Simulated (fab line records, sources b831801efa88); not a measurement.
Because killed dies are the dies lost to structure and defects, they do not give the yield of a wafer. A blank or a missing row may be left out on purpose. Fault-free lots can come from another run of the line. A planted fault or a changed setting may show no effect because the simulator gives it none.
fab line records | flow sky130
record lots=5 wafers=15 last-day=50
route steps=708 shown VIA3@586 METAL4@598 PAD_OPEN@708
lots with no fault: from the same line, run without faults
start-h: the number of hours between the record's first day and the start of the first shown wafer of the lot | wait-h: hours since the lot's step before | " identical to the entry in the row above | L1.1+2: several wafers, shown together as one row | - no value, or no start was given | * or withheld: withheld | < > ~ a bound
route shown NAME@n: names a module that has steps shown in the file, with the first one's number in the route | usual: average and standard deviation across the fault-free wafers | same: alike in all rows | chamber/n: place in a boat | sites: each site's reading | _std_site: the values' standard deviation | _edge_site: mean of outer sites minus mean of inner sites | radius-mm: for every site, how far away it sits from the centre of the wafer | mask NAME#n: copy n | behind: the most recent tool/chamber to have shaped the wafer | hold: why the lot was held/for how many hours/how that ended | device: whichever transistor did not switch (one of n, p or np) | end of line: tests run on the same wafers once the route is complete | for a step that has no rows: nothing shown but its recipe | killed: count of dies lost to structure and defects at first sort (not the wafer's yield) | map: per-die view of a wafer (x killed, . not killed, _ where there is no die)
set.NAME: setting as actually run; set.NAME@STEP: the setting as run at that earlier step | model.NAME: the simulator's own value behind a step, which no gauge read
lots at selected steps of the route; one table per step, one row per wafer
services: a tool's chamber out of use, with start hour (start-h, from the record's first day; less than 0 if before it), hours out, and reason
## steps
# step SKY_VIA3_OVL_MEAS_13
# usual VIA3_OVL=4/5.9
# columns lot.wafer tool chamber start-h wait-h VIA3_OVL[nm]
L491.1 overlay-02 - 935.08 0.1 3
L491.3 " - " " 5
L491.4 " - " " 0
L497.1 overlay-02 - 974.65 0.1 3
L497.3 " - " " -2
L497.5 " - " " -5
L501.1 overlay-02 - 998.73 0.1 5
L501.3 " - " " 3
L501.5 " - " " 3
L511.2 overlay-01 - 1064.05 0.1 0
L511.3 " - " " -4
L511.4 " - " " 7
L512.1 overlay-02 - 1069.42 0.1 4
L512.2 " - " " 0
L512.5 " - " " 2
# step SKY_VIA3_ETCH_14
# recipe chemistry=N2/H2 target=BARC ion-energy-ev=200 source-w=500 bias-w=100 pressure-mtorr=30 n2-flow-sccm=100 h2-flow-sccm=200 stop-on=SiO2 time-s=45.9 target-depth-a=600
# usual chamber-pressure-mTorr=29.992/0.028 drypump-motor-current-A=5.6/0.45 oes-product-au=0.855/0.0046 throttle-valve-pct=13.227/0.0085
# columns lot.wafer tool chamber start-h wait-h chamber-pressure-mTorr drypump-motor-current-A oes-product-au rf-hours-counter-h throttle-valve-pct
L491.1 rie-diel-01 0 935.12 0.0 29.979 6.0 0.849 20 13.220
L491.3 " 1 " " 30.018 5.6 0.853 10 13.228
L491.4 " 1 " " 29.955 5.6 0.850 - 13.223
L497.1 rie-diel-01 0 974.68 0.0 29.967 6.0 0.862 21 13.224
L497.3 " 3 " " 29.959 5.2 0.846 9 13.220
L497.5 " 3 " " 29.972 5.2 0.858 - 13.231
L501.1 rie-diel-02 1 998.77 0.0 30.017 5.2 0.864 15 13.216
L501.3 " 2 " " 29.950 5.4 0.862 5 13.227
L501.5 " 2 " " 29.985 5.4 0.857 - 13.229
L511.2 rie-diel-01 3 1064.08 0.0 29.959 5.2 0.852 11 13.228
L511.3 " 0 " " 29.971 6.0 0.846 24 13.226
L511.4 " 2 " " 30.005 4.9 0.851 20 13.225
L512.1 rie-diel-01 0 1069.45 0.0 30.013 5.9 0.860 24 13.220
L512.2 " 3 " " 29.953 5.2 0.857 11 13.215
L512.5 " 0 " " 29.975 6.0 0.855 - 13.208
# step SKY_VIA3_ETCH_15
# recipe target=SiO2 chemistry=C4F8/O2/Ar target-depth-nm=507 stop-on=TiN mask-material=KrF-thick source-w=1500 bias-w=1200 pressure-mtorr=40 c4f8-flow-sccm=withheld O2_flow_sccm=6 Ar_flow_sccm=300 time-s=78
# step SKY_VIA3_STRIP_16
# recipe chemistry=O2/N2 power-w=1400 pressure-mtorr=1500 platen-temp-c=withheld o2-flow-sccm=3000 n2-flow-sccm=300 overash-fraction=0.5
# usual chamber-pressure-mTorr=1500.1/1.4 drypump-motor-current-A=5.73/0.27 oes-product-au=0.402/0.0045 strip-time-to-endpoint-s=4.13/0.031
# columns lot.wafer tool chamber start-h wait-h chamber-pressure-mTorr drypump-motor-current-A oes-product-au rf-hours-counter-h strip-time-to-endpoint-s
L491.1 plasma-asher-03 0 935.22 0.0 1502.1 5.94 0.393 113 4.10
L491.3 " 1 " " 1501.0 5.90 0.402 - 4.07
L491.4 " 0 " " 1499.0 5.96 0.405 - 4.07
L497.1 plasma-asher-01 0 974.78 0.0 1498.2 5.53 0.400 49 4.06
L497.3 " 0 " " 1498.8 5.55 0.397 - 4.13
L497.5 " 0 " " 1501.8 5.54 0.397 - 4.17
L501.1 plasma-asher-01 0 998.87 0.0 1498.3 5.54 0.404 51 4.13
L501.3 " 0 " " 1499.1 5.56 0.400 - 4.17
L501.5 " 0 " " 1498.2 5.54 0.407 - 4.15
L511.2 plasma-asher-01 0 1064.20 0.0 1500.5 5.55 0.397 57 4.16
L511.3 " 0 " " 1499.7 5.56 0.404 - 4.07
L511.4 " 1 " " 1498.9 6.02 0.404 - 4.12
L512.1 plasma-asher-01 0 1069.56 0.0 1501.5 5.55 0.405 58 4.10
L512.2 " 1 " " 1500.3 6.04 0.399 58 4.16
L512.5 " 1 " " 1501.0 6.06 0.406 - 4.07
# step SKY_VIA3_STRIP_17
# recipe chemistry=post-etch-residue-remover time-s=1200 temp-c=72.5
# step SKY_VIA3_CLEAN_18
# recipe chemistry=IPA time-s=180 temp-c=25
# step SKY_VIA3_CLEAN_19
# recipe chemistry=O3/DIW dry=n2-spin
# step SKY_VIA3_SPUTTER_20
# recipe material=TiN target-thk-nm=20 chamber-pressure-pa=5 power-w=4000 time-s=80
# usual throttle-valve-pct=30.0/1.1
# columns lot.wafer tool chamber start-h wait-h throttle-valve-pct
L491.1 pvd-sputter-03 - 935.81 0.0 29.4
L491.3 " - " " 28.7
L491.4 " - " " 30.5
L497.1 pvd-sputter-04 - 975.42 0.0 30.8
L497.3 " - " " 27.4
L497.5 " - " " 30.4
L501.1 pvd-sputter-03 - 999.46 0.0 30.6
L501.3 " - " " 29.3
L501.5 " - " " 30.1
L511.2 pvd-sputter-01 - 1064.86 0.0 30.2
L511.3 " - " " 31.7
L511.4 " - " " 30.4
L512.1 pvd-sputter-03 - 1070.19 0.0 29.2
L512.2 " - " " 30.2
L512.5 " - " " 29.3
# step SKY_VIA3_CVD_21
# recipe material=W target-thk-nm=390 time-s=117.31 temp-c=400 pressure-torr=40
# usual chamber-pressure-Torr=39.98/0.09 heater-power-w=857/45
# columns lot.wafer tool chamber start-h wait-h chamber-pressure-Torr heater-power-w since-wet-clean-h
L491.1 cvd-w-02 0 935.87 0.0 39.92 832 532
L491.3 " 1 " " 39.98 911 -
L491.4 " 0 " " 40.00 868 -
L497.1 cvd-w-02 0 975.48 0.0 39.94 889 571
L497.3 " 0 " " 39.90 861 -
L497.5 " 0 " " 39.82 857 -
L501.1 cvd-w-01 0 999.52 0.0 40.04 797 82
L501.3 " 1 " " 40.08 860 -
L501.5 " 1 " " 40.15 840 -
L511.2 cvd-w-01 0 1064.92 0.0 39.96 796 147
L511.3 " 0 " " 39.82 800 -
L511.4 " 1 " " 39.95 851 -
L512.1 cvd-w-01 1 1070.25 0.0 39.80 867 152
L512.2 " 0 " " 40.00 802 152
L512.5 " 0 " " 40.04 803 -
# step SKY_VIA3_RS_MEAS_22
# recipe thk-meas-gauge=four-point-probe reads=W_of_VIA3_CVD_21+TiN_of_VIA3_SPUTTER_20
# usual VIA3_W_RS=0.293/0.0043
# columns lot.wafer tool chamber start-h wait-h VIA3_W_RS[ohm/sq]
L491.1 film-metro-02 - 936.00 0.1 0.293
L491.3 " - " " 0.286
L491.4 " - " " 0.292
L497.1 film-metro-02 - 975.60 0.1 0.291
L497.3 " - " " 0.291
L497.5 " - " " 0.291
L501.1 film-metro-02 - 999.65 0.1 0.297
L501.3 " - " " 0.297
L501.5 " - " " 0.297
L511.2 film-metro-03 - 1065.07 0.1 0.294
L511.3 " - " " 0.297
L511.4 " - " " 0.299
L512.1 film-metro-03 - 1070.37 0.1 0.295
L512.2 " - " " 0.292
L512.5 " - " " 0.294
# step SKY_VIA3_THK_MEAS_23
# recipe thk-meas-gauge=xrf reads=W_of_VIA3_CVD_21
# usual VIA3_W_THK=397/7.7
# columns lot.wafer tool chamber start-h wait-h VIA3_W_THK[nm]
L491.1 film-metro-02 - 936.12 0.1 402
L491.3 " - " " 415
L491.4 " - " " 403
L497.1 film-metro-02 - 975.72 0.1 400
L497.3 " - " " 401
L497.5 " - " " 400
L501.1 film-metro-02 - 999.77 0.1 396
L501.3 " - " " 393
L501.5 " - " " 395
L511.2 film-metro-03 - 1065.18 0.1 389
L511.3 " - " " 386
L511.4 " - " " 384
L512.1 film-metro-03 - 1070.49 0.1 391
L512.2 " - " " 390
L512.5 " - " " 390
# step SKY_VIA3_CMP_24
# recipe stop-on=SiO2 t-overpolish-s=20 down-force-psi=3.5 platen-rpm=60 target-thk-nm=0 pad-velocity-m-s=0.94248
# usual motor-current-A=11.0/1.1 overpolish-run-s=20.001/0.0085 slurry-filter-dp-kPa=13.50/0.12 time-to-endpoint-s=93/3.2
# columns lot.wafer tool chamber start-h wait-h motor-current-A overpolish-run-s slurry-filter-dp-kPa time-to-endpoint-s
L491.4 cmp-02 3 936.18 0.0 10.3 20.002 13.36 95
L491.1 " 0 " " 10.6 20.009 13.55 92
L491.3 " 2 " " 11.2 19.995 13.65 91
L497.1 cmp-02 2 975.88 0.1 10.6 20.002 13.50 89
L497.3 " 3 " " 9.8 19.995 13.63 92
L497.5 " 1 " " 9.6 20.004 13.55 92
L501.1 cmp-02 1 999.88 0.1 9.6 19.991 13.67 92
L501.3 " 3 " " 9.9 19.981 13.68 89
L501.5 " 0 " " 10.2 19.997 13.42 88
L511.3 cmp-02 1 1065.35 0.1 9.9 20.009 13.51 96
L511.2 " 2 " " 11.1 20.000 13.51 90
L511.4 " 3 " " 10.0 20.012 13.43 93
L512.1 cmp-01 2 1070.55 0.1 11.3 19.987 13.47 90
L512.2 " 0 " " 13.6 20.013 13.48 93
L512.5 " 2 " " 10.6 19.985 13.39 95
# step SKY_METAL4_SPUTTER_00
# recipe material=Ti target-thk-nm=15 power-w=3000 time-s=10 chamber-pressure-pa=0.4
# usual throttle-valve-pct=30.2/0.91
# columns lot.wafer tool chamber start-h wait-h throttle-valve-pct model.Ti_of_METAL4_SPUTTER_00.thk-nm
L491.1 pvd-sputter-02 - 936.48 0.2 29.8 15.23
L491.3 " - " " 29.0 15.19
L491.4 " - " " 29.5 15.39
L497.1 pvd-sputter-01 - 976.08 0.1 31.3 18.55
L497.3 " - " " 30.3 15.37
L497.5 " - " " 30.5 15.24
L501.1 pvd-sputter-02 - 1000.13 0.2 28.9 15.27
L501.3 " - " " 30.0 15.36
L501.5 " - " " 30.1 15.59
L511.2 pvd-sputter-01 - 1065.65 0.2 31.8 14.92
L511.3 " - " " 30.2 14.8
L511.4 " - " " 30.4 14.86
L512.1 pvd-sputter-01 - 1070.85 0.2 29.7 15.01
L512.2 " - " " 30.3 15.14
L512.5 " - " " 31.0 15.37
# step SKY_METAL4_SPUTTER_01
# recipe material=TiN target-thk-nm=20 power-w=6500 time-s=16.7 chamber-pressure-pa=0.4
# step SKY_PAD_OPEN_PROBE_99
# usual defect-limited-yield=82.4/1.8 killed_at_M0_to_M3=44/6 killed_at_M4_up=2.9/1.5 killed-at-contacts=24/4.9 killed-at-front-end=16/4.3 killed-at-other=0.3/0.54 killed-dies=87/8.7 killed-open=48/6.7 killed-short=39/5.9 sort_bin_3_pad_short=0.9/0.4 sort_bin_5_function=10.5/1.5 sort_bin_6_memory=6.2/1.1 sort-n-pass=405/8.7 sort-yield-pct=82.4/1.8
# same gross-dies=492 killed-at-back-side=0 sort_bin_4_leakage[%]=0 sort_bin_8_speed[%]=0
# columns lot.wafer tool chamber start-h wait-h defect-limited-yield[%] killed_at_M0_to_M3 killed_at_M4_up killed-at-contacts killed-at-front-end killed-at-other killed-dies killed-open killed-short sort_bin_3_pad_short[%] sort_bin_5_function[%] sort_bin_6_memory[%] sort-n-pass sort-yield-pct[%]
L497.1 prober-02 - 1115.15 0.1 81.5 51 4 19 17 0 91 51 40 1.4 10.6 6.5 401 81.5
L497.3 prober-02 - 1115.25 0.2 82.3 39 2 29 17 0 87 44 43 1.6 10.2 5.9 405 82.3
L497.5 prober-02 - 1115.35 0.2 80.1 44 4 30 19 1 98 55 43 1.0 11.2 7.7 394 80.1
L512.1 prober-01 - 1191.04 0.1 84.1 48 2 18 10 0 78 34 44 0.2 10.0 5.7 414 84.1
L512.2 prober-01 - 1191.09 0.1 80.5 50 5 19 22 0 96 56 40 1.6 13.2 4.7 396 80.5
L512.5 prober-01 - 1191.24 0.2 81.9 52 3 20 13 1 89 54 35 0.8 10.6 6.7 403 81.9
# killed by level:class
L497.1 VIA1:geometric-particle:open=16 VIA3:geometric-particle:open=11 POLY_GATE:geometric-particle:short=7 VIA2:geometric-particle:short=6 METAL2:geometric-particle:short=5 LI_CONTACT:geometric-particle:open=4 CONTACT:geometric-particle:short=4 CONTACT:geometric-particle:open=4
L497.3 CONTACT:geometric-particle:open=8 LI_CONTACT:geometric-particle:open=7 VIA1:geometric-particle:open=7 POLY_GATE:geometric-particle:short=6 CONTACT:geometric-particle:short=6 VIA3:geometric-particle:short=6 FIELD_ISO:geometric-particle:open=5 VIA2:geometric-particle:open=5
L497.5 CONTACT:geometric-particle:open=16 VIA1:geometric-particle:open=11 VIA1:geometric-particle:short=9 POLY_GATE:geometric-particle:open=7 LI_CONTACT:geometric-particle:open=6 VIA3:geometric-particle:open=6 CONTACT:geometric-particle:short=5 FIELD_ISO:geometric-particle:short=4
L512.1 VIA1:geometric-particle:open=9 VIA1:geometric-particle:short=7 METAL2:geometric-particle:short=7 VIA3:geometric-particle:open=6 LI_CONTACT:geometric-particle:open=6 METAL3:geometric-particle:short=5 CONTACT:geometric-particle:open=4 VIA2:geometric-particle:short=4
L512.2 VIA1:geometric-particle:open=10 LI_CONTACT:geometric-particle:open=9 VIA2:geometric-particle:open=8 VIA3:geometric-particle:open=7 FIELD_ISO:geometric-particle:short=6 CONTACT:geometric-particle:open=6 VIA3:geometric-particle:short=6 FIELD_ISO:geometric-particle:open=5
L512.5 VIA1:geometric-particle:open=13 VIA3:geometric-particle:open=12 LI_CONTACT:geometric-particle:open=8 METAL1:geometric-particle:short=6 CONTACT:geometric-particle:open=5 VIA1:geometric-particle:short=5 VIA2:geometric-particle:open=5 FIELD_ISO:geometric-particle:short=4
## services
# columns tool chamber start-h hours kind
cmp-02 - 912.77 4.0 pm
rie-diel-02 0 913.75 4.2 repair
cmp-01 - 918.79 1.3 repair
rie-diel-01 2 922.82 14.6 repair
pvd-sputter-02 - 924.87 1.9 repair
rie-diel-02 2 930.15 5.0 repair
pvd-sputter-04 - 936.09 3.5 repair
cmp-01 - 943.33 0.4 repair
rie-diel-02 3 949.35 1.3 repair
cmp-01 - 960.52 2.7 repair
rie-diel-01 - 977.94 2.8 pm
pvd-sputter-03 - 981.37 4.9 repair
cmp-02 - 984.65 1.8 repair
cmp-01 - 985.36 4.5 repair
rie-diel-01 3 986.28 10.2 repair
plasma-asher-01 - 994.99 2.2 repair
cvd-w-02 1 995.28 9.5 repair
cmp-02 - 1007.31 0.2 repair
rie-diel-02 - 1010.87 2.8 pm
rie-diel-02 - 1016.30 15.6 pm
plasma-asher-01 - 1016.82 6.5 repair
rie-diel-01 1 1036.50 9.4 repair
plasma-asher-03 - 1041.39 23.8 repair
cmp-02 - 1057.44 1.3 repair
## key
first-sign none at tools or gauges
model-effect step=SKY_METAL4_SPUTTER_00 value=Ti_of_METAL4_SPUTTER_00.thk-nm without=15.69 struck=18.55
met-at SKY_METAL4_SPUTTER_00
struck-wafers L497.1
fault kind=process-parameter-drift tool=pvd-sputter-01 chamber=- onset-h=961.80 steps=SKY_METAL4_SPUTTER_00 channel=time-s offset=* shape=step end-h=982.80 acts-in=* stated=* scope=struck-wafers-only
